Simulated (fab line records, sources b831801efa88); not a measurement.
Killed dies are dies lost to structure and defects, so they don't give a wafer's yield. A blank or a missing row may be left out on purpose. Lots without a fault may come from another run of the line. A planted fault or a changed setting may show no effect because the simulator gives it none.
One fault seen from 2 desks | flow sky130 | each desk has only its own numbers; what lay behind them comes last

THE TOOL OWNER'S DESK: lpcvd-02
The tool's own readings at SKY_SONOS_ONO_CVD_02 (deposits Si3N4 from DCS/NH3, target thk 10.5 nm, time 180 s): means of the sampled wafers that have a number, for each lot that ran on this tool. A lot is out of limits, marked OUT, if its mean lies more than 4 standard deviations from the usual mean; the brackets give that distance.
Columns: A = pressure_mtorr at SKY_SONOS_ONO_CVD_02, usual 250.1 mTorr
lot  | first seen here | A
L668 | day 12 15:21    | 250.5
L669 | day 12 22:55    | 249.9
L670 | day 13 03:58    | 250.0
L671 | day 13 08:55    | 250.6
L673 | day 13 21:38    | 249.5
L676 | day 15 06:58    | 249.7
L678 | day 16 00:32    | 250.1
L681 | day 16 16:52    | 249.5
L683 | day 17 04:40    | 250.1
L685 | day 18 07:44    | 250.9
L686 | day 18 10:34    | 249.7
L687 | day 19 00:20    | 249.6
L689 | day 19 13:35    | 250.7
This desk's finding: nothing out of limits on any of the 13 lots.

THE METROLOGY DESK
What the gauges read, lot by lot, whatever tool the lot ran on: means of the sampled wafers that have a number. A lot is out of limits, marked OUT, if its mean lies more than 4 standard deviations from the usual mean; the brackets give that distance.
Columns: A = NWELL_2_TW at SKY_NWELL_TW_MEAS_26, usual 495; B = cd_nm at SKY_VT_ADJUST_NCORE_CD_MEAS_07, usual 380.3 nm; C = SONOS_ONO_CVD_02_THK at SKY_SONOS_ONO_THK_MEAS_03, usual 10.43 nm; D = GATE_OXIDE_OVL at SKY_GATE_OXIDE_OVL_MEAS_10, usual -0.3 nm
lot  | first seen here | A   | B     | C              | D
L668 | day 5 23:11     | 493 | 379.9 | 10.36          | -1.0
L669 | day 6 05:47     | 496 | 385.5 | 10.31          | -2.0
L670 | day 6 08:37     | 493 | 379.7 | 10.53          | 2.4
L671 | day 6 15:19     | 494 | 383.3 | 10.52          | 0.3
L673 | day 7 01:14     | 497 | 378.2 | 10.81          | -1.2
L676 | day 7 23:43     | 494 | 381.7 | 8.18 (-14) OUT | -0.4
L678 | day 8 10:46     | 498 | 377.5 | 8.08 (-15) OUT | 0.7
L681 | day 9 06:29     | 497 | 379.8 | 8.29 (-13) OUT | -0.8
L683 | day 9 13:56     | 499 | 380.3 | 8.33 (-13) OUT | -1.4
L685 | day 10 06:11    | 500 | 381.5 | 10.42          | -0.1
L686 | day 10 12:49    | 491 | 383.5 | 10.55          | -2.0
L687 | day 10 23:33    | 494 | 377.2 | 10.50          | -1.4
L689 | day 11 10:07    | 493 | 380.6 | 10.55          | 0.8
This desk's finding: out of limits on L676, L678, L681, L683; first on L676, day 15 08:02 (SONOS_ONO_CVD_02_THK at SKY_SONOS_ONO_THK_MEAS_03). In limits: L668, L669, L670, L671, L673, L685, L686, L687, L689.

PUT TOGETHER
The metrology desk could have raised an alarm at day 15 08:02, on L676, L678, L681, L683.
The tool owner's desk saw nothing out of limits.
The tool owner's desk has L676, L678, L681, L683 on record, within its limits.
Of the lots named, all ran SKY_SONOS_ONO_CVD_02 on lpcvd-02.

WHAT THE SIMULATOR HAD PUT IN
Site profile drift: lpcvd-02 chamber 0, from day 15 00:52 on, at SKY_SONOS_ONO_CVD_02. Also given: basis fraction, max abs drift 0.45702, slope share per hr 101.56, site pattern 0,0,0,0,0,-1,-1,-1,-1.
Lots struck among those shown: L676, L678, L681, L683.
Hours from the fault's start to each desk's first reading out of limits: the metrology desk, 7.
